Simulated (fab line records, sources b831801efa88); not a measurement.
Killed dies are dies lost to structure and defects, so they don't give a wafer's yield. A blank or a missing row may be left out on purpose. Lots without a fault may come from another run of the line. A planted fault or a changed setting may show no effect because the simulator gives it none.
A struck lot beside a sound one | flow sfq_line | 42 steps out of a route of 325
Sound: wafers L216.1, L216.2, L216.3. Struck: wafer L223.5. (L223.1, L223.4 of the same lot were not struck and are left out.) The cause comes at the end.
At each step with rows: each side's tool, then ch and its chambers, then its first start. Under that, the readings that differ: sound wafers | struck wafers | difference of the means | sigmas: that difference in standard deviations of wafers without a fault.
alike: readings whose means differ by less than 2 such deviations, and words and numbers that are the same on both sides. not compared: withheld readings, readings that some wafer has no value for, bounds like >300 that may hide the same value, and numbers for which the record gives no deviation and whose values overlap.
The two part at a step that has a row with sigmas, a row that says differs or no value, or rows on one side only. Numbers that don't overlap but have no deviation are shown without sigmas and don't part them. A reading that every wafer of one side lacks parts them only if that side has two wafers or more.

SFQ_L0_RS_MEAS_901: measures by four-point-probe.
  sound on film_metro-02, day 2 13:34; struck on film_metro-04, day 4 00:34
  alike: L0_MONX_KI_RS
SFQ_L0_THK_MEAS_902: measures by xrf.
  sound on film_metro-02, day 2 13:41; struck on film_metro-04, day 4 00:41
  alike: L0_MONX_KI_THK
then, 6 steps without rows for these wafers: SFQ_TRILAYER_L0_LITHO_COAT_010 (resist thk 62 nm); SFQ_TRILAYER_L0_LITHO_COAT_005 (resist thk 600 nm); SFQ_TRILAYER_L0_LITHO_SOFTBAKE_009; SFQ_TRILAYER_L0_LITHO_EXPOSE_006 (exposes mask L0, target cd 2000 nm); SFQ_TRILAYER_L0_LITHO_PEB_008 (peb time 60 s); SFQ_TRILAYER_L0_LITHO_DEVELOP_007 (time 60 s).
-- the record jumps here: 3 days lie between the struck wafers' starts before and after --
SFQ_TRILAYER_L0_BARC_OPEN_METAL_ETCH_010: etches BARC in O2, target depth 125 nm, time 41.7 s.
  sound on rie_metal-02 ch 0, day 5 11:30; struck on rie_metal-01 ch 1, day 7 07:53
  reading                     | sound       | struck | difference | sigmas
  drypump_motor_current_A (A) | 6.5 6.5 6.5 | 5.7    | -0.8       | -2
  alike: he_backside_leak_sccm, oes_product_au
  not compared: rf_hours_counter_h
then, 1 step without rows for these wafers: SFQ_TRILAYER_L0_ETCH_METAL_ETCH_008 (etches MoNx KI in SF6/O2, stops on SiO2, target depth 50 nm, time 25 s).
SFQ_TRILAYER_L0_STRIP_STRIP_009: strips in O2.
  sound on rie_metal-02 ch 0, day 5 11:43; struck on rie_metal-01 ch 1, day 7 07:59
  reading                     | sound       | struck | difference | sigmas
  drypump_motor_current_A (A) | 6.5 6.5 6.5 | 5.7    | -0.8       | -2
  alike: he_backside_leak_sccm, oes_product_au
  not compared: rf_hours_counter_h
then, 1 step without rows for these wafers: SFQ_TRILAYER_L0_STRIP_SOLV_CLEAN_010 (cleans in NMP, time 600 s).
SFQ_TRILAYER_L0_CAP_PECVD_011: deposits SiO2 from SiH4/N2O, time 13.333 s, target thk 60 nm.
  sound on pecvd-04 ch 0,1,2, day 5 13:06; struck on pecvd-01 ch 2, day 7 08:46
  reading                                             | sound            | struck | difference | sigmas
  model.SiO2_of_TRILAYER_L0_CAP_PECVD_011.thk_nm (nm) | 59.13 59.3 59.21 | 99.62  | +40.41     |
  alike: heater_power_w, throttle_valve_pct
then, 6 steps without rows for these wafers: SFQ_TRILAYER_L0_VIA_LITHO_COAT_018 (resist thk 62 nm); SFQ_TRILAYER_L0_VIA_LITHO_COAT_013 (resist thk 650 nm); SFQ_TRILAYER_L0_VIA_LITHO_SOFTBAKE_017; SFQ_TRILAYER_L0_VIA_LITHO_EXPOSE_014 (exposes mask L0V, target cd 700 nm); SFQ_TRILAYER_L0_VIA_LITHO_PEB_016 (peb time 60 s); SFQ_TRILAYER_L0_VIA_LITHO_DEVELOP_015 (time 60 s).
-- the record jumps here: 4 days lie between the struck wafers' starts before and after --
SFQ_L0V_OVL_MEAS_903:
  sound on overlay-01, day 9 04:32; struck on overlay-02, day 11 09:42
  alike: L0V_OVL
then, 1 step without rows for these wafers: SFQ_TRILAYER_L0_VIA_BARC_OPEN_VIA_ETCH_021 (etches BARC in O2, target depth 125 nm, time 41.7 s).
SFQ_TRILAYER_L0_VIA_ETCH_VIA_ETCH_016: etches SiO2 in CHF3, stops on MoNx KI, target depth 80 nm.
  sound on rie_diel-01 ch 0,2,3, day 9 04:36; struck on rie_diel-04 ch 0, day 11 09:46
  reading                         | sound             | struck | difference | sigmas
  oes_product_au (a.u.)           | 0.837 0.846 0.836 | 0.981  | +0.141     | +19
  model.etch.depth_nm (nm)        | 59.13 59.3 59.21  | 78.41  | +19.20     |
  model.L0V.feature_depth_nm (nm) | 59.13 59.3 59.21  | 78.41  | +19.20     |
  alike: drypump_motor_current_A
then, 2 steps without rows for these wafers: SFQ_TRILAYER_L0_VIA_STRIP_STRIP_017 (strips in O2); SFQ_TRILAYER_L0_VIA_STRIP_SOLV_CLEAN_018 (cleans in NMP, time 600 s).
SFQ_TRILAYER_M0_DEP_PRE_CLEAN_020: time 15 s.
  sound on pvd_sputter-03, day 9 05:25; struck on pvd_sputter-04, day 11 11:12
  reading                                             | sound            | struck | difference | sigmas
  model.SiO2_of_TRILAYER_L0_CAP_PECVD_011.thk_nm (nm) | 54.13 54.3 54.21 | 94.62  | +40.41     |
SFQ_TRILAYER_M0_DEP_SPUTTER_019: material Nb, target thk 200 nm, time 133.3 s.
  sound on pvd_sputter-03, day 9 05:27; struck on pvd_sputter-04, day 11 11:13
  alike: cathode_dc_power_W, throttle_valve_pct
SFQ_M0_RS_MEAS_904: measures by four-point-probe.
  sound on film_metro-02, day 9 05:32; struck on film_metro-03, day 11 11:19
  alike: M0_NB_RS
then, 6 steps without rows for these wafers: SFQ_TRILAYER_M0_LITHO_COAT_026 (resist thk 62 nm); SFQ_TRILAYER_M0_LITHO_COAT_021 (resist thk 600 nm); SFQ_TRILAYER_M0_LITHO_SOFTBAKE_025; SFQ_TRILAYER_M0_LITHO_EXPOSE_022 (exposes mask M0, target cd 500 nm); SFQ_TRILAYER_M0_LITHO_PEB_024 (peb time 60 s); SFQ_TRILAYER_M0_LITHO_DEVELOP_023 (time 60 s).
-- the record jumps here: 2 days lie between the struck wafers' starts before and after --
SFQ_M0_OVL_MEAS_906:
  sound on overlay-02, day 13 06:13; struck on overlay-02, day 13 15:49
  alike: M0_OVL
then, 1 step without rows for these wafers: SFQ_TRILAYER_M0_BARC_OPEN_METAL_ETCH_031 (etches BARC in O2, target depth 125 nm, time 41.7 s).
SFQ_TRILAYER_M0_ETCH_METAL_ETCH_024: etches Nb in Cl2/Ar, stops on SiO2, target depth 240 nm, time 120 s.
  sound on rie_metal-01 ch 0,1, day 13 06:19; struck on rie_metal-04 ch 1, day 13 15:55
  alike: drypump_motor_current_A, he_backside_leak_sccm, oes_product_au
  not compared: rf_hours_counter_h
then, 3 steps without rows for these wafers: SFQ_TRILAYER_M0_STRIP_STRIP_025 (strips in O2); SFQ_TRILAYER_M0_STRIP_SOLV_CLEAN_026 (cleans in NMP, time 600 s); SFQ_TRILAYER_I0_DEP_PECVD_027 (deposits SiO2 from SiH4/N2O, time 111.11 s, target thk 500 nm).
SFQ_TRILAYER_I0_CMP_CMP_028: polishes SiO2.
  sound on cmp-01 ch 0,2,3, day 13 09:01; struck on cmp-01 ch 3, day 13 23:01
  reading                    | sound             | struck | difference | sigmas
  slurry_filter_dp_kPa (kPa) | 13.80 13.32 13.66 | 13.26  | -0.33      | -2
  alike: motor_current_A, time_to_endpoint_s
SFQ_I0_BOW_MEAS_907:
  sound on film_metro-02, day 13 12:01; struck on film_metro-02, day 14 00:01
  alike: I0_BOW
-- the record jumps here: 62 days lie between the struck wafers' starts before and after (it left off in module I0 and takes up again in module M8, whose first step shown is number 325 of the route) --
SFQ_M8_BOW_MEAS_951:
  sound on film_metro-02, day 70 20:44; struck on film_metro-02, day 75 13:14
  reading                  | sound             | struck | difference | sigmas
  M8_BOW (um)              | 18 14 12          | -10    | -25        | -2
  model.etest.l0v.link_ohm | 44.56 44.22 43.95 | 1e+06  | +1e+06     |

WHERE THEY PART
First at SFQ_TRILAYER_L0_BARC_OPEN_METAL_ETCH_010; last, within this record, at SFQ_M8_BOW_MEAS_951.

WHY: what the simulator had put in
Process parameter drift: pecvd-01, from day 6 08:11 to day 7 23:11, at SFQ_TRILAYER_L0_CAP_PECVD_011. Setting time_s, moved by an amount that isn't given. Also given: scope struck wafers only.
